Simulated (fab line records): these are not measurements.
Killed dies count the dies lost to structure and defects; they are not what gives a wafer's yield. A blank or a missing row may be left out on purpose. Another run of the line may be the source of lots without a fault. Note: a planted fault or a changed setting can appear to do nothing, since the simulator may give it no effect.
One fault seen from 2 desks	flow sky130	numbers are kept per desk, each desk with only its own; the story behind them comes last

## AT THE METROLOGY DESK
What the gauges read, lot by lot, whatever tool the lot ran on: means of the sampled wafers that have a number. Marked OUT: a lot whose mean sits more than 4 standard deviations from the usual mean, which makes it out of limits; the brackets give that distance.
Columns: A = GATE_OXIDE_OXIDATION_00_THK at SKY_GATE_OXIDE_THK_MEAS_02, usual 10.19 nm; B = GATE_OXIDE_TW at SKY_GATE_OXIDE_TW_MEAS_14, usual 223.9
lot	first seen here	A	B
L680	day 13 01:20	10.56	224.1
L682	day 13 18:34	10.16	222.1
L683	day 14 03:04	9.72	223.2
L689	day 16 09:34	10.26	257.4 (+22) OUT
L690	day 16 13:44	10.44	260.3 (+24) OUT
L692	day 17 04:58	9.92	226.3
L694	day 17 22:13	10.02	221.6
L698	day 19 05:47	9.84	226.3
L699	day 19 10:42	10.31	223.8
L700	day 19 23:50	10.01	223.0
L701	day 20 04:18	10.00	222.4
L702	day 20 15:04	9.97	222.7
This desk finds L689, L690 out of limits, with the earliest case on L689 at day 17 15:13 (GATE_OXIDE_TW at SKY_GATE_OXIDE_TW_MEAS_14). L680, L682, L683, L692, L694, L698, L699, L700, L701, L702: within limits.

## THE TOOL OWNER'S DESK: implanter-03
The tool's own readings at SKY_GATE_OXIDE_IMPLANT_11: means of the sampled wafers that have a number, for each lot that ran on this tool. Marked OUT: a lot whose mean sits more than 4 standard deviations from the usual mean, which makes it out of limits; the brackets give that distance.
Columns: A = dose ions cm2 at SKY_GATE_OXIDE_IMPLANT_11, usual 2.6e+12; B = faraday current uA at SKY_GATE_OXIDE_IMPLANT_11, usual 14.6
lot	first seen here	A	B
L682	day 14 21:22	2.6e+12	14.3
L683	day 15 06:16	2.6e+12	14.6
L689	day 17 14:51	4.3e+12 (+99 or more) OUT	24.0 (+30) OUT
L690	day 17 18:40	4.3e+12 (+99 or more) OUT	24.0 (+30) OUT
This desk's verdict: out of limits on L689, L690, starting with L689 at day 17 14:51 (dose ions cm2 at SKY_GATE_OXIDE_IMPLANT_11). L682, L683: within limits.

## TAKEN TOGETHER
The tool owner's desk could have raised an alarm at day 17 14:51, on L689, L690.
Metrology desk: alarm possible at day 17 15:13 on L689, L690.
Every lot named ran SKY_GATE_OXIDE_IMPLANT_11 on implanter-03.

## WHAT THE SIMULATOR HAD INSERTED
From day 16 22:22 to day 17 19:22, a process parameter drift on implanter-03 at SKY_GATE_OXIDE_IMPLANT_11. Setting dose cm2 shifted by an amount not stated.
Struck lots among those shown: L689, L690.
Hours from the fault's start to each desk's first reading out of limits: the tool owner's desk, 16; the metrology desk, 17.
